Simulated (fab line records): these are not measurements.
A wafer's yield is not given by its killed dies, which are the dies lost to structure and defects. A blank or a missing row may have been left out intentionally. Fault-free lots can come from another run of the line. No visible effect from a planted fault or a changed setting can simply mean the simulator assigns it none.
Which tool did it? | flow gf180mcu | Sampling: 24 lots, 72 wafers, 6 of 602 route steps

## WHAT THE GAUGES SHOWED, per wafer
GF_V2_THK_MEAS_03.
lot  | measured     | on           | V2_CVD_02_THK (nm)
L074 | day 19 08:50 | filmMetro-03 | 848 854 853
L075 | day 19 22:11 | filmMetro-01 | 849 859 854
L076 | day 20 02:41 | filmMetro-01 | 839 841 860
L077 | day 20 15:19 | filmMetro-03 | 845 846 860
L078 | day 20 22:31 | filmMetro-03 | 839 836 850
L079 | day 21 06:08 | filmMetro-01 | 827 824 843
L080 | day 21 15:51 | filmMetro-04 | 857 861 866
L081 | day 22 10:12 | filmMetro-01 | 843 872 844
L082 | day 22 15:37 | filmMetro-01 | 850 865 852
L083 | day 23 00:49 | filmMetro-04 | 851 857 863
L084 | day 23 03:13 | filmMetro-03 | 840 841 850
L085 | day 23 14:03 | filmMetro-03 | 853 876 867
L086 | day 23 18:02 | filmMetro-03 | 831 835 852
L087 | day 24 03:07 | filmMetro-03 | 847 847 865
L088 | day 24 12:19 | filmMetro-04 | 853 847 860
L089 | day 24 20:39 | filmMetro-04 | 845 860 870
L090 | day 25 05:20 | filmMetro-01 | 831 841 849
L091 | day 25 09:26 | filmMetro-01 | 847 852 844
L092 | day 26 03:22 | filmMetro-04 | 863 839 861
L093 | day 26 04:13 | filmMetro-04 | 848 863 857
L094 | day 26 09:50 | filmMetro-03 | 850 866 865
L096 | day 26 22:53 | filmMetro-01 | 846 851 870
L095 | day 27 01:11 | filmMetro-03 | 840 832 854
L097 | day 27 08:17 | filmMetro-03 | 846 851 867

GF_M4_OVL_MEAS_15.
lot  | measured     | on         | M4_OVL (nm)
L074 | day 23 11:59 | overlay-01 | 2 3 -2
L075 | day 24 02:06 | overlay-02 | 4 3 5
L076 | day 24 05:32 | overlay-01 | -9 -9 -7
L077 | day 24 16:15 | overlay-01 | 1 0 -2
L078 | day 24 23:24 | overlay-01 | -9 -3 -12
L079 | day 25 07:06 | overlay-02 | 3 -5 2
L080 | day 25 14:27 | overlay-01 | -2 5 2
L081 | day 26 07:47 | overlay-01 | 3 4 0
L082 | day 26 11:43 | overlay-01 | 1 3 -8
L083 | day 26 19:37 | overlay-02 | -2 1 12
L084 | day 26 23:43 | overlay-02 | 1 5 1
L085 | day 27 09:52 | overlay-02 | 8 5 2
L086 | day 27 12:36 | overlay-02 | 1 4 0
L087 | day 27 21:00 | overlay-02 | 11 5 3
L088 | day 28 08:01 | overlay-02 | 1 4 2
L089 | day 28 13:19 | overlay-02 | 0 -1 2
L090 | day 28 21:00 | overlay-01 | 2 3 4
L091 | day 28 23:28 | overlay-01 | -3 4 12
L092 | day 29 16:54 | overlay-01 | -2 4 2
L093 | day 29 18:15 | overlay-02 | 4 20 6
L094 | day 29 21:08 | overlay-02 | -1 3 -2
L096 | day 30 08:45 | overlay-02 | 2 2 -1
L095 | day 30 12:04 | overlay-02 | 2 3 7
L097 | day 30 17:24 | overlay-02 | -6 -5 -13

GF_V4_OVL_MEAS_15.
lot  | measured     | on         | V4_OVL (nm)
L074 | day 24 11:53 | overlay-02 | 6 2 6
L075 | day 25 01:11 | overlay-01 | -5 1 3
L076 | day 25 05:08 | overlay-01 | 0 -8 -6
L077 | day 25 15:20 | overlay-01 | 2 2 -1
L078 | day 25 23:00 | overlay-02 | -9 3 -5
L079 | day 26 06:03 | overlay-02 | -3 -3 -2
L080 | day 26 13:18 | overlay-01 | 3 -5 5
L081 | day 27 05:42 | overlay-02 | 3 4 2
L082 | day 27 09:21 | overlay-02 | 0 10 6
L083 | day 27 17:40 | overlay-02 | 1 2 0
L084 | day 27 21:23 | overlay-01 | 4 -3 6
L085 | day 28 07:22 | overlay-01 | 1 6 4
L086 | day 28 10:15 | overlay-02 | -5 -7 -10
L087 | day 28 17:33 | overlay-01 | 3 -2 2
L088 | day 29 05:16 | overlay-01 | -8 -4 -9
L089 | day 29 09:45 | overlay-01 | 10 10 12
L090 | day 29 17:55 | overlay-02 | 6 2 -1
L091 | day 29 19:47 | overlay-02 | -6 -5 3
L092 | day 30 13:12 | overlay-02 | -4 -6 -7
L093 | day 30 14:05 | overlay-02 | 0 4 5
L094 | day 30 16:32 | overlay-01 | 2 10 7
L096 | day 31 04:21 | overlay-02 | -5 -3 2
L095 | day 31 07:06 | overlay-01 | 4 -1 -1
L097 | day 31 12:54 | overlay-01 | 2 2 -4

## WHAT TOOL EACH LOT RAN ON (gives the tool, then ch and the chambers of the sampled wafers, and finally the start)
lot  | GF_M1_SPUTTER_03            | GF_V1_ETCH_16                     | GF_M2_SPUTTER_01
L074 | pvdSputter-01, day 16 05:12 | rieDiel-01 ch 1,2, day 18 05:53   | pvdSputter-04, day 18 07:20
L075 | pvdSputter-03, day 16 18:32 | rieDiel-04 ch 0,1,3, day 18 18:53 | pvdSputter-04, day 18 20:21
L076 | pvdSputter-01, day 16 23:18 | rieDiel-02 ch 1,2,3, day 19 00:19 | pvdSputter-01, day 19 01:47
L077 | pvdSputter-04, day 17 11:05 | rieDiel-02 ch 2,3, day 19 11:53   | pvdSputter-02, day 19 13:39
L078 | pvdSputter-01, day 17 18:11 | rieDiel-04 ch 0,1,3, day 19 19:59 | pvdSputter-04, day 19 21:27
L079 | pvdSputter-03, day 18 02:00 | rieDiel-02 ch 0,1,3, day 20 03:49 | pvdSputter-01, day 20 05:16
L080 | pvdSputter-01, day 18 11:38 | rieDiel-02 ch 1,2,3, day 20 13:26 | pvdSputter-01, day 20 14:58
L081 | pvdSputter-01, day 19 05:23 | rieDiel-04 ch 1,3, day 21 08:20   | pvdSputter-04, day 21 09:48
L082 | pvdSputter-04, day 19 12:03 | rieDiel-01 ch 0,1, day 21 13:47   | pvdSputter-04, day 21 15:14
L083 | pvdSputter-01, day 19 20:24 | rieDiel-04 ch 0,1,2, day 21 23:35 | pvdSputter-02, day 22 01:29
L084 | pvdSputter-04, day 19 23:35 | rieDiel-01 ch 0,1,3, day 22 01:25 | pvdSputter-02, day 22 03:05
L085 | pvdSputter-03, day 20 12:05 | rieDiel-04 ch 2,3, day 22 11:58   | pvdSputter-01, day 22 13:25
L086 | pvdSputter-04, day 20 15:35 | rieDiel-01 ch 2,3, day 22 16:22   | pvdSputter-02, day 22 17:49
L087 | pvdSputter-04, day 21 01:13 | rieDiel-02 ch 0,1,3, day 23 01:53 | pvdSputter-01, day 23 03:25
L088 | pvdSputter-03, day 21 11:10 | rieDiel-02 ch 1,2,3, day 23 11:22 | pvdSputter-04, day 23 12:50
L089 | pvdSputter-01, day 21 20:19 | rieDiel-02 ch 0,1,2, day 23 20:13 | pvdSputter-01, day 23 21:40
L090 | pvdSputter-03, day 22 01:45 | rieDiel-02 ch 2,3, day 24 00:58   | pvdSputter-02, day 24 06:31
L091 | pvdSputter-01, day 22 10:11 | rieDiel-04 ch 1,2,3, day 24 08:28 | pvdSputter-04, day 24 10:02
L092 | pvdSputter-04, day 23 05:20 | rieDiel-04 ch 1,2, day 25 03:22   | pvdSputter-04, day 25 04:51
L093 | pvdSputter-01, day 23 06:33 | rieDiel-01 ch 2,3, day 25 04:17   | pvdSputter-02, day 25 05:46
L094 | pvdSputter-01, day 23 12:39 | rieDiel-04 ch 1,2,3, day 25 09:47 | pvdSputter-01, day 25 11:14
L096 | pvdSputter-04, day 24 02:01 | rieDiel-01 ch 0,1,2, day 25 23:49 | pvdSputter-02, day 26 01:16
L095 | pvdSputter-03, day 24 05:13 | rieDiel-04 ch 0,2,3, day 26 01:52 | pvdSputter-02, day 26 03:19
L097 | pvdSputter-01, day 24 11:05 | rieDiel-04 ch 0,3, day 26 08:58   | pvdSputter-04, day 26 10:35
- GF_M1_SPUTTER_03: material Ti, target thk 10 nm, time 6.7 s.
- GF_V1_ETCH_16: etches BARC in N2/H2.
- GF_M2_SPUTTER_01: material TiN, target thk 30 nm, time 25 s.

## WHAT THE TOOLS THEMSELVES READ (means of the sampled wafers that have a number; where no wafer has one, the mark that the record gives instead)
GF_M1_SPUTTER_03.
lot  | tool          | throttleValvePct (%)
L074 | pvdSputter-01 | 30.1
L075 | pvdSputter-03 | 29.6
L076 | pvdSputter-01 | 29.5
L077 | pvdSputter-04 | 30.7
L078 | pvdSputter-01 | 30.3
L079 | pvdSputter-03 | 29.5
L080 | pvdSputter-01 | 29.8
L081 | pvdSputter-01 | 29.4
L082 | pvdSputter-04 | 29.6
L083 | pvdSputter-01 | 29.0
L084 | pvdSputter-04 | 30.2
L085 | pvdSputter-03 | 29.9
L086 | pvdSputter-04 | 30.5
L087 | pvdSputter-04 | 29.6
L088 | pvdSputter-03 | 30.0
L089 | pvdSputter-01 | 30.2
L090 | pvdSputter-03 | 29.7
L091 | pvdSputter-01 | 30.3
L092 | pvdSputter-04 | 30.5
L093 | pvdSputter-01 | 29.2
L094 | pvdSputter-01 | 29.7
L096 | pvdSputter-04 | 29.7
L095 | pvdSputter-03 | 29.4
L097 | pvdSputter-01 | 29.8

GF_V1_ETCH_16.
lot  | tool       | drypumpMotorCurrentA (A) | oesProductAu (a.u.) | throttleValvePct (%)
L074 | rieDiel-01 | 5.4                      | 0.853               | 13.229
L075 | rieDiel-04 | 6.1                      | 0.859               | 13.224
L076 | rieDiel-02 | 5.9                      | 0.856               | 13.221
L077 | rieDiel-02 | 6.1                      | 0.854               | 13.227
L078 | rieDiel-04 | 6.2                      | 0.855               | 13.225
L079 | rieDiel-02 | 5.9                      | 0.857               | 13.220
L080 | rieDiel-02 | 5.9                      | 0.858               | 13.231
L081 | rieDiel-04 | 6.3                      | 0.852               | 13.224
L082 | rieDiel-01 | 6.1                      | 0.854               | 13.222
L083 | rieDiel-04 | 6.1                      | 0.857               | 13.222
L084 | rieDiel-01 | 5.8                      | 0.850               | 13.220
L085 | rieDiel-04 | 6.1                      | 0.856               | 13.223
L086 | rieDiel-01 | 5.2                      | 0.850               | 13.226
L087 | rieDiel-02 | 5.9                      | 0.855               | 13.226
L088 | rieDiel-02 | 5.9                      | 0.855               | 13.232
L089 | rieDiel-02 | 6.1                      | 0.859               | 13.225
L090 | rieDiel-02 | 6.1                      | 0.857               | 13.221
L091 | rieDiel-04 | 6.2                      | 0.856               | 13.233
L092 | rieDiel-04 | 6.1                      | 0.852               | 13.224
L093 | rieDiel-01 | 5.2                      | 0.853               | 13.227
L094 | rieDiel-04 | 6.1                      | 0.855               | 13.221
L096 | rieDiel-01 | 5.6                      | 0.851               | 13.227
L095 | rieDiel-04 | 6.1                      | 0.853               | 13.224
L097 | rieDiel-04 | 6.1                      | 0.851               | 13.223

GF_M2_SPUTTER_01.
lot  | tool          | throttleValvePct (%)
L074 | pvdSputter-04 | 30.0
L075 | pvdSputter-04 | 30.6
L076 | pvdSputter-01 | 29.6
L077 | pvdSputter-02 | 30.8
L078 | pvdSputter-04 | 30.8
L079 | pvdSputter-01 | 30.4
L080 | pvdSputter-01 | 29.6
L081 | pvdSputter-04 | 30.0
L082 | pvdSputter-04 | 30.3
L083 | pvdSputter-02 | 30.6
L084 | pvdSputter-02 | 31.0
L085 | pvdSputter-01 | 29.4
L086 | pvdSputter-02 | 31.4
L087 | pvdSputter-01 | 29.5
L088 | pvdSputter-04 | 30.6
L089 | pvdSputter-01 | 30.1
L090 | pvdSputter-02 | 31.7
L091 | pvdSputter-04 | 30.0
L092 | pvdSputter-04 | 30.4
L093 | pvdSputter-02 | 31.2
L094 | pvdSputter-01 | 30.3
L096 | pvdSputter-02 | 30.9
L095 | pvdSputter-02 | 31.4
L097 | pvdSputter-04 | 30.0

## THE ANSWER, worked out from the rows above alone
Rule: the lots themselves supply what counts as usual. Put in order of their means at a reading, lots are off if they are a third of the lots or fewer, leave a main group of 4 or more, and stand apart from it by a gap of 3 or more times the standard deviation of the main group's means; of several such gaps the widest counts. The tables above print the reading to a certain number of digits; a main group whose means all agree to those digits is not used. Also off: a lot with no number at a reading for which 4 or more lots have one. The other lots that the step has rows for count as sound. Order of review: gauges by route order, followed by the tools' own readings, for which a lot's mean as printed above is used. The first step at which some lot is off is used, and at that step the reading that is off furthest; a lot without a number counts as furthest.
None of the lots is off at any reading shown; this tells nothing.

## WHAT THE SIMULATOR PUT IN
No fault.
